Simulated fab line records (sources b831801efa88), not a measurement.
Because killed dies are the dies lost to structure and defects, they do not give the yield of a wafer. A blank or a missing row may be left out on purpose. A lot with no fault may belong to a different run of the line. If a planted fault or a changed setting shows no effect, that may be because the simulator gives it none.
A struck lot beside a sound one	flow gf180mcu	39 steps out of a route of 602
Sound: these wafers, L101.2, L101.3, L101.5. Struck: wafer L124.2 (L124.1, L124.5, from the same lot, were not struck and are left out); the cause is given at the end.
Each step with rows lists, per side, the tool, then ch with its chambers, then its first start. Under that, the readings that differ: sound wafers	struck wafers	difference of the means	sigmas: that difference in standard deviations of wafers without a fault.
alike: readings with means less than 2 such deviations apart, plus words and numbers identical on both sides. not compared: withheld readings, readings lacking a value on some wafer, bounds such as >300 that could conceal the same value, and numbers that have no deviation in the record and whose values overlap.
Wherever a step has rows on one side only, a row that says differs or no value, or a row with sigmas, the two part there. When numbers do not overlap yet have no deviation, they are printed without sigmas and do not part them. Lack of a reading on every wafer of one side parts them only where that side has two or more wafers.

first, 4 steps without rows for these wafers: GF_M2_SOFTBAKE_10 (time 60 s); GF_M2_EXPOSE_11 (exposes mask Metal2, target cd 280 nm); GF_M2_PEB_12 (peb time 90 s); GF_M2_DEVELOP_13 (develop time 60 s).
GF_M2_CD_MEAS_14 targets a cd of 280 nm.
  struck on cd_sem-01, day 27 01:58; sound on cd_sem-01, day 19 03:14
  alike: cd_nm
GF_M2_OVL_MEAS_15:
  struck on overlay-02, day 27 02:05; sound on overlay-02, day 19 03:20
  alike: M2_OVL
GF_M2_METAL_ETCH_16: etches the open film in Cl2/BCl3, stops on SiO2, target depth 750.8 nm, time 125.1 s.
  sound on rie_metal-01 ch 0,1, day 19 03:22; struck on rie_metal-02 ch 0, day 27 02:07
  alike: drypump_motor_current_A, he_backside_leak_sccm, oes_product_au, throttle_valve_pct
  not compared: rf_hours_counter_h
GF_M2_STRIP_17: strips in O2/N2.
  sound on plasma_asher-02 ch 0,1, day 19 03:30; struck on plasma_asher-02 ch 1, day 27 02:14
  alike: drypump_motor_current_A, heater_power_w, oes_product_au, strip_time_to_endpoint_s
  not compared: rf_hours_counter_h
then, 3 steps without rows for these wafers: GF_M2_STRIP_18 (strips in post etch residue remover, time 1200 s); GF_M2_CLEAN_19 (cleans in DIW); GF_V2_CVD_00 (deposits SiO2, target thk 600 nm, time 100 s).
GF_V2_THK_MEAS_01:
  struck on film_metro-04, day 27 02:51; sound on film_metro-01, day 19 04:07
  alike: V2_CVD_00_THK
GF_V2_CVD_02: deposits SiO2 from TEOS, target thk 850 nm, time 94.851 s.
  sound on pecvd-04 ch 0,1, day 19 04:10; struck on pecvd-02 ch 0, day 27 02:55
reading	sound	struck	difference	sigmas
model.SiO2_of_V2_CVD_02.thk_nm (nm)	839.6 838.6 844.3	409.1	-431.7	
  alike: heater_power_w
GF_V2_THK_MEAS_03:
  struck on film_metro-04, day 27 02:59; sound on film_metro-04, day 19 04:14
reading	sound	struck	difference	sigmas
V2_CVD_02_THK (nm)	839 838 844	409	-431	-44
GF_V2_CMP_04: polishes SiO2.
  sound on cmp-01 ch 0,2, day 19 04:20; struck on cmp-01 ch 1, day 27 03:02
reading	sound	struck	difference	sigmas
motor_current_A (A)	12.7 13.2 13.1	11.4	-1.6	-2
time_to_endpoint_s (s)	80 77 78	25	-53	-12
GF_V2_BOW_MEAS_05:
  struck on film_metro-02, day 27 03:20; sound on film_metro-01, day 19 04:37
  alike: V2_BOW
then, 8 steps without rows for these wafers: GF_V2_DEHYDRATE_06 (time 60 s); GF_V2_HMDS_07 (prime time 60 s); GF_V2_COAT_08; GF_V2_COAT_09 (resist thk 1000 nm); GF_V2_SOFTBAKE_10 (time 60 s); GF_V2_EXPOSE_11 (exposes mask Via2, target cd 260 nm); GF_V2_PEB_12 (peb time 90 s); GF_V2_DEVELOP_13 (develop time 60 s).
GF_V2_CD_MEAS_14 targets a cd of 260 nm.
  struck on cd_sem-02, day 27 23:12; sound on cd_sem-02, day 20 05:08
  alike: cd_nm
GF_V2_OVL_MEAS_15:
  struck on overlay-01, day 27 23:19; sound on overlay-01, day 20 05:14
  alike: V2_OVL
then, 1 step without rows for these wafers: GF_V2_ETCH_16 (etches BARC in N2/H2).
GF_V2_ETCH_17: etches SiO2 in C4F8/O2/Ar, stops on TiN, target depth 630 nm.
  sound on rie_diel-04 ch 0,2; struck on rie_diel-01 ch 0
reading	sound	struck	difference	sigmas
oes_product_au (a.u.)	0.851 0.855 0.851	0.686	-0.166	-35
model.etch.depth_nm (nm)	631.9 631.8 632.1	409.1	-222.8	
model.V2.feature_depth_nm (nm)	631.9 631.8 632.1	409.1	-222.8	
GF_V2_STRIP_18: strips in O2/N2.
  sound on plasma_asher-01 ch 0,1, day 20 05:23; struck on plasma_asher-03 ch 1, day 27 23:29
reading	sound	struck	difference	sigmas
drypump_motor_current_A (A)	6.0 5.7 6.0	5.3	-0.6	-2
  alike: heater_power_w, oes_product_au
  not compared: rf_hours_counter_h
then, 2 steps without rows for these wafers: GF_V2_STRIP_19 (strips in post etch residue remover, time 1200 s); GF_V2_CLEAN_20 (cleans in DIW).
GF_V2_SPUTTER_21: material Ti, target thk 15 nm, time 80.02 s.
  struck on pvd_sputter-03, day 28 00:22; sound on pvd_sputter-03, day 20 05:56
  alike: throttle_valve_pct
then, 2 steps without rows for these wafers: GF_V2_SPUTTER_22 (material TiN, target thk 10 nm, time 40 s); GF_V2_CVD_23 (deposits W, target thk 350 nm, time 104.94 s).
GF_V2_RS_MEAS_24: measurement is done with a four-point probe.
  struck on film_metro-02, day 28 00:35; sound on film_metro-04, day 20 06:10
  alike: V2_W_RS
GF_V2_THK_MEAS_25: measures by xrf.
  struck on film_metro-02, day 28 00:42; sound on film_metro-04, day 20 06:16
  alike: V2_W_THK
GF_V2_CMP_26: polishes, stops on SiO2, t overpolish 15 s, target thk 0 nm.
  sound on cmp-01 ch 1,2,3, day 20 06:25; struck on cmp-02 ch 3, day 28 00:49
reading	sound	struck	difference	sigmas
model.SiO2_of_V2_CVD_02.thk_nm (nm)	628.1 628 628.3	405.3	-222.8	
  alike: motor_current_A, overpolish_run_s, time_to_endpoint_s
GF_M3_SPUTTER_00: material Ti, target thk 37.5 nm, time 150 s.
  struck on pvd_sputter-02, day 28 01:05; sound on pvd_sputter-02, day 20 06:37
  alike: throttle_valve_pct
-- the record jumps here: 7 days lie between the struck wafers' starts before and after (it left off in module M3 and takes up again in module PASSIVATION, whose first step shown is number 602 of the route) --
GF_PASSIVATION_PROBE_99:
  struck on prober-01, day 34 23:56; sound on prober-02, day 28 23:03
reading	sound	struck	difference	sigmas
model.etest.met3_comb.leak_log10_a_um	-11.99 -12.04 -12	-7.083	+4.927	
model.etest.via2_chain.rc_ohm	6.453 6.548 6.282	6.052	-0.376	

## WHERE THEY PART
At GF_V2_THK_MEAS_03 first; at GF_V2_STRIP_18 last (within this record only). Later steps at which nothing parts them and some readings are alike: GF_V2_SPUTTER_21, GF_V2_RS_MEAS_24, GF_V2_THK_MEAS_25, GF_V2_CMP_26, GF_M3_SPUTTER_00.

WHY: what had been put in by the simulator
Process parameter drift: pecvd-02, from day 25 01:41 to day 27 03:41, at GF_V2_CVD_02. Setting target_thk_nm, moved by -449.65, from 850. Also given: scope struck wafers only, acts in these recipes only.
